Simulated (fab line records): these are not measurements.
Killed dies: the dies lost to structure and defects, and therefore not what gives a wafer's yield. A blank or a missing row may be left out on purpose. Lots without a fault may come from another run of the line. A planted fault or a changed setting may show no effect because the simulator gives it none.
Which of the tools did it? + flow gf180mcu + 14 lots, 38 wafers sampled, at 5 steps of a route of 602

## WHAT THE GAUGES SHOWED, per wafer
GF_M4_CD_MEAS_14: target cd 280 nm.
| lot  | measured     | on        | cd-nm (nm)        |
|------|--------------|-----------|-------------------|
| L284 | day 23 10:28 | cd-sem-01 | 278.8 279.5 279.9 |
| L285 | day 24 00:32 | cd-sem-01 | 278.7 279.4 279.9 |
| L286 | day 24 06:01 | cd-sem-02 | 282.0 281.5 282.7 |
| L287 | day 24 17:43 | cd-sem-02 | 280.1 280.0 277.8 |
| L290 | day 25 19:16 | cd-sem-01 | 279.5 279.7 279.3 |
| L292 | day 26 03:40 | cd-sem-01 | 280.4 280.1 281.0 |
| L295 | day 27 04:34 | cd-sem-02 | 278.7 279.8       |
| L296 | day 27 09:31 | cd-sem-01 | 280.3 280.9       |
| L299 | day 28 08:27 | cd-sem-01 | 279.5             |
| L303 | day 29 15:51 | cd-sem-02 | 277.9 278.0 278.0 |
| L304 | day 29 22:54 | cd-sem-01 | 279.6 278.3 279.4 |
| L305 | day 29 23:03 | cd-sem-02 | 277.9 278.5 278.4 |
| L306 | day 30 04:09 | cd-sem-02 | 279.9 279.3 279.3 |
| L307 | day 30 20:19 | cd-sem-01 | 278.5 277.6 278.8 |

GF_V5_CD_MEAS_14: target cd 260 nm.
| lot  | measured     | on        | cd-nm (nm)              |
|------|--------------|-----------|-------------------------|
| L284 | day 27 06:03 | cd-sem-01 | 260.6 260.5 262.1       |
| L285 | day 27 17:35 | cd-sem-02 | 261.0 260.5 261.0       |
| L286 | day 27 22:14 | cd-sem-01 | 260.2 259.2 258.7       |
| L287 | day 28 10:18 | cd-sem-01 | 261.4 260.2 263.6       |
| L290 | day 29 08:53 | cd-sem-02 | 263.3 263.3 261.8       |
| L292 | day 29 17:32 | cd-sem-01 | 261.2 259.8 259.6       |
| L295 | day 30 14:34 | cd-sem-01 | 254.6 255.1 255.1 255.1 |
| L296 | day 30 19:34 | cd-sem-01 | 254.0 253.9 253.9 254.1 |
| L299 | day 31 15:37 | cd-sem-01 | 260.3                   |
| L303 | day 32 19:42 | cd-sem-02 | 260.1 261.0 260.1       |
| L304 | day 33 01:21 | cd-sem-01 | 261.2 261.7 262.2       |
| L305 | day 33 02:15 | cd-sem-02 | 259.8 260.0 260.2       |
| L306 | day 33 06:30 | cd-sem-01 | 261.5 262.7 259.1       |
| L307 | day 33 20:16 | cd-sem-01 | 262.6 262.1 261.9       |

## TOOL THAT RAN EACH LOT (tool first, then ch and the chambers of the sampled wafers, then the start)
| lot  | GF_V3_SPUTTER_21             | GF_V4_STRIP_18                       | GF_V5_PEB_12                      |
|------|------------------------------|--------------------------------------|-----------------------------------|
| L284 | pvd-sputter-01, day 22 10:38 | plasma-asher-03 ch 0,1, day 24 10:32 | litho-track-03 ch 0, day 27 05:42 |
| L285 | pvd-sputter-02, day 23 01:26 | plasma-asher-02 ch 0,1, day 25 00:07 | litho-track-02 ch 0, day 27 17:16 |
| L286 | pvd-sputter-01, day 23 07:05 | plasma-asher-01 ch 0,1, day 25 05:21 | litho-track-04 ch 0, day 27 21:54 |
| L287 | pvd-sputter-01, day 23 18:17 | plasma-asher-03 ch 0,1, day 25 16:44 | litho-track-02 ch 0, day 28 09:57 |
| L290 | pvd-sputter-03, day 24 20:52 | plasma-asher-02 ch 0,1, day 26 17:15 | litho-track-04 ch 0, day 29 08:33 |
| L292 | pvd-sputter-03, day 25 06:10 | plasma-asher-02 ch 0,1, day 27 02:47 | litho-track-04 ch 0, day 29 17:12 |
| L295 | pvd-sputter-01, day 26 07:19 | plasma-asher-03 ch 0,1, day 28 02:50 | litho-track-04 ch 0, day 30 14:13 |
| L296 | pvd-sputter-01, day 26 12:41 | plasma-asher-01 ch 0,1, day 28 07:32 | litho-track-04 ch 0, day 30 19:13 |
| L299 | pvd-sputter-03, day 27 11:52 | plasma-asher-03 ch 1, day 29 05:48   | litho-track-04 ch 0, day 31 15:20 |
| L303 | pvd-sputter-01, day 28 20:08 | plasma-asher-02 ch 0,1, day 30 12:14 | litho-track-02 ch 0, day 32 19:21 |
| L304 | pvd-sputter-03, day 29 02:58 | plasma-asher-02 ch 0,1, day 30 19:11 | litho-track-03 ch 0, day 33 01:00 |
| L305 | pvd-sputter-01, day 29 03:20 | plasma-asher-02 ch 0,1, day 30 19:20 | litho-track-02 ch 0, day 33 01:54 |
| L306 | pvd-sputter-01, day 29 08:37 | plasma-asher-03 ch 0,1, day 31 00:39 | litho-track-02 ch 0, day 33 06:09 |
| L307 | pvd-sputter-02, day 30 00:52 | plasma-asher-02 ch 0,1, day 31 15:41 | litho-track-03 ch 0, day 33 19:56 |
- GF_V3_SPUTTER_21: material Ti, target thk 15 nm, time 80.02 s.
- GF_V4_STRIP_18: strips in O2/N2.
- GF_V5_PEB_12: peb time 90 s.

## WHAT THE TOOLS THEMSELVES READ (means of the sampled wafers that have a number; where no wafer has one, the mark that the record gives instead)
GF_V3_SPUTTER_21.
| lot  | tool           | throttle-valve-pct (%) |
|------|----------------|------------------------|
| L284 | pvd-sputter-01 | 30.5                   |
| L285 | pvd-sputter-02 | 29.2                   |
| L286 | pvd-sputter-01 | 30.2                   |
| L287 | pvd-sputter-01 | 30.6                   |
| L290 | pvd-sputter-03 | 29.1                   |
| L292 | pvd-sputter-03 | 30.4                   |
| L295 | pvd-sputter-01 | 29.9                   |
| L296 | pvd-sputter-01 | 30.6                   |
| L299 | pvd-sputter-03 | 30.7                   |
| L303 | pvd-sputter-01 | 30.2                   |
| L304 | pvd-sputter-03 | 29.2                   |
| L305 | pvd-sputter-01 | 30.7                   |
| L306 | pvd-sputter-01 | 30.6                   |
| L307 | pvd-sputter-02 | 29.8                   |

GF_V4_STRIP_18.
| lot  | tool            | drypump-motor-current-A (A) | heater-power-w (W) | oes-product-au (a.u.) |
|------|-----------------|-----------------------------|--------------------|-----------------------|
| L284 | plasma-asher-03 | 5.83                        | 292                | 0.590                 |
| L285 | plasma-asher-02 | 6.21                        | 326                | 0.592                 |
| L286 | plasma-asher-01 | 5.83                        | 312                | 0.593                 |
| L287 | plasma-asher-03 | 5.85                        | 285                | 0.595                 |
| L290 | plasma-asher-02 | 5.97                        | 317                | 0.592                 |
| L292 | plasma-asher-02 | 6.20                        | 327                | 0.593                 |
| L295 | plasma-asher-03 | 5.80                        | 290                | 0.597                 |
| L296 | plasma-asher-01 | 5.93                        | 320                | 0.592                 |
| L299 | plasma-asher-03 | 5.85                        | 290                | 0.592                 |
| L303 | plasma-asher-02 | 5.95                        | 322                | 0.595                 |
| L304 | plasma-asher-02 | 5.95                        | 320                | 0.595                 |
| L305 | plasma-asher-02 | 6.21                        | 328                | 0.596                 |
| L306 | plasma-asher-03 | 5.77                        | 282                | 0.594                 |
| L307 | plasma-asher-02 | 6.21                        | 326                | 0.592                 |

GF_V5_PEB_12.
| lot  | tool           | heater-power-total-W (W) | plate-temp-C (C) |
|------|----------------|--------------------------|------------------|
| L284 | litho-track-03 | 85.68                    | 134.86           |
| L285 | litho-track-02 | 85.75                    | 135.13           |
| L286 | litho-track-04 | 85.68                    | 134.99           |
| L287 | litho-track-02 | 85.65                    | 134.88           |
| L290 | litho-track-04 | 85.68                    | 135.00           |
| L292 | litho-track-04 | 85.72                    | 134.98           |
| L295 | litho-track-04 | 91.26                    | -                |
| L296 | litho-track-04 | 91.34                    | -                |
| L299 | litho-track-04 | 85.64                    | 135.04           |
| L303 | litho-track-02 | 85.70                    | 135.03           |
| L304 | litho-track-03 | 85.81                    | 134.77           |
| L305 | litho-track-02 | 85.74                    | 135.13           |
| L306 | litho-track-02 | 85.67                    | 134.94           |
| L307 | litho-track-03 | 85.72                    | 135.00           |

## THE ANSWER, worked out from the rows above alone
Rule: the lots themselves supply what counts as usual. The widest of any qualifying gaps counts: lots, ordered by their means at a reading, are off when they make up no more than a third of the lots, leave a main group of 4 or more, and stand apart from it by 3 or more times the standard deviation of that group's means. The tables above print the reading to a certain number of digits; a main group whose means all agree to those digits is not used. A lot without any number at a reading at which 4 lots or more have one is off too. Where the step has rows for the other lots, those lots are counted as sound. The gauges are gone through in route order, then the tools' own readings, and for those a lot's mean is taken as printed above. At the first step where some lot is off, the reading lying furthest off is the one used; lots without a number count as furthest.
Off: L295, L296, at GF_V5_CD_MEAS_14 (cd-nm). Main group: mean 261.0 nm, sd 0.95.
A tool fits if, at a process step before that reading, it ran every lot that is off, and no sound lot after the first of them. Not tried: the gauges at GF_V5_CD_MEAS_14; whatever is off there is also off at GF_V5_PEB_12, on other tools, and gauge error can't account for it. Of those tried, none fits.

## WHAT THE SIMULATOR HAD PUT IN
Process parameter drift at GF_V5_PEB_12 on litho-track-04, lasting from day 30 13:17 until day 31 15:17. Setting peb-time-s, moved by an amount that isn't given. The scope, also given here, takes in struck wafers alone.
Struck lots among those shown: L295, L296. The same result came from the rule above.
